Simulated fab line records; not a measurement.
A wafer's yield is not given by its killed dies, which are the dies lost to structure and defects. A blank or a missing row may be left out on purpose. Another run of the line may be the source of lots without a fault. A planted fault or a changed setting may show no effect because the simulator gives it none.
Struck lot and sound lot, side by side | flow sky130 | 24 steps out of a route of 708
Sound: the wafers L724.1, L724.2, L724.3. Wafers struck: L731.4, L731.5, L731.6. The cause is named last.
Per side, at each step with rows, come the tool, then ch with its chambers, and then its first start. Under that, the readings that differ: sound wafers | struck wafers | difference of the means | sigmas: that difference in standard deviations of wafers without a fault.
alike: readings with means less than 2 such deviations apart, plus words and numbers identical on both sides. not compared: withheld readings, readings lacking a value on some wafer, bounds such as >300 that could conceal the same value, and numbers that have no deviation in the record and whose values overlap.
The two part at a step that has a row with sigmas, a row that says differs or no value, or rows on one side only. Numbers that don't overlap but have no deviation are shown without sigmas and don't part them. Lack of a reading on every wafer of one side parts them only where that side has two or more wafers.

first, 2 steps without rows for these wafers: SKY_POLY_GATE_CLEAN_19 (cleans in SC1/SC2, time 150 s); SKY_POLY_GATE_OXIDATION_20 (stabilise 600 s, purge 300 s, target thk 4 nm).
SKY_POLY_GATE_THK_MEAS_21:
  sound on film-metro-02, day 18 13:35; struck on film-metro-02, day 20 20:20
  alike: POLY_GATE_OXIDATION_THK
SKY_POLY_GATE_CD_MEAS_22:
  sound on cd-sem-01, day 18 13:38; struck on cd-sem-02, day 20 20:28
  alike: cd-nm
then, 7 steps without rows for these wafers: SKY_LDD_N_DEHYDRATE_00 (time 60 s); SKY_LDD_N_HMDS_01 (prime time 60 s); SKY_LDD_N_COAT_02 (resist thk 300 nm); SKY_LDD_N_SOFTBAKE_03 (time 60 s); SKY_LDD_N_EXPOSE_04 (exposes mask NTM, target cd 840 nm); SKY_LDD_N_PEB_05; SKY_LDD_N_DEVELOP_06 (develop time 60 s).
SKY_LDD_N_OVL_MEAS_07:
  sound on overlay-02, day 19 20:40; struck on overlay-02, day 22 03:29
  alike: LDD_N_OVL
SKY_LDD_N_IMPLANT_08:
  sound on implanter-01 ch 0, day 19 20:42; struck on implanter-01 ch 0, day 22 03:34
  reading            | sound                         | struck                        | difference | sigmas
  dose-ions-cm2      | 7.512e+13 7.515e+13 7.507e+13 | 4.655e+13 4.655e+13 4.653e+13 | -2.857e+13 | -99 or more
  faraday-current-uA | 411 426 427                   | 266 258 255                   | -162       | -16
then, 7 steps without rows for these wafers: SKY_LDD_N_IMPLANT_09; SKY_LDD_N_IMPLANT_10; SKY_LDD_N_IMPLANT_11; SKY_LDD_N_IMPLANT_12; SKY_LDD_N_IMPLANT_13; SKY_LDD_N_IMPLANT_14; SKY_LDD_N_IMPLANT_15.
SKY_LDD_N_STRIP_16: strips in O2/N2.
  sound on plasma-asher-03 ch 0,1, day 19 21:54; struck on plasma-asher-03 ch 0,1, day 22 04:44
  reading                      | sound             | struck            | difference | sigmas
  strip-time-to-endpoint-s (s) | 4.317 4.314 4.327 | 4.251 4.239 4.260 | -0.069     | -5
  alike: drypump-motor-current-A, oes-product-au
  not compared: rf-hours-counter-h
SKY_LDD_N_TW_MEAS_17:
  sound on film-metro-04, day 19 22:00; struck on film-metro-01, day 22 04:50
  reading  | sound          | struck         | difference | sigmas
  LDD_N_TW | 2571 2586 2591 | 2529 2527 2516 | -59        | -3
then, 1 step without rows for these wafers: SKY_LDD_P_DEHYDRATE_00 (time 60 s).
-- record jumps: 26 days separate the struck wafers' starts on either side; left off in module LDD_P, taken up again in module PAD_OPEN, whose first shown step is the route's number 708 --
SKY_PAD_OPEN_PROBE_99:
  sound on prober-02, day 47 05:53; struck on prober-01, day 48 12:52
  reading                     | sound           | struck            | difference | sigmas
  model.etest.tip-n.rs-ohm-sq | 441 447.4 440.3 | 479.7 481.8 477.4 | +36.7      |
  alike: killed_at_M0_to_M3, killed_at_M4_up, killed-at-contacts, killed-at-front-end, killed-at-other, killed-dies, killed-open, killed-short

== WHERE THEY PART ==
Earliest at SKY_LDD_N_IMPLANT_08; latest, in this record, at SKY_LDD_N_TW_MEAS_17. Later steps at which nothing parts them and some readings are alike: SKY_PAD_OPEN_PROBE_99.

WHY: what had been put in by the simulator
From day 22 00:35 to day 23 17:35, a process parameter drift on implanter-01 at SKY_LDD_N_IMPLANT_08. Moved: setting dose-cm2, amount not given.
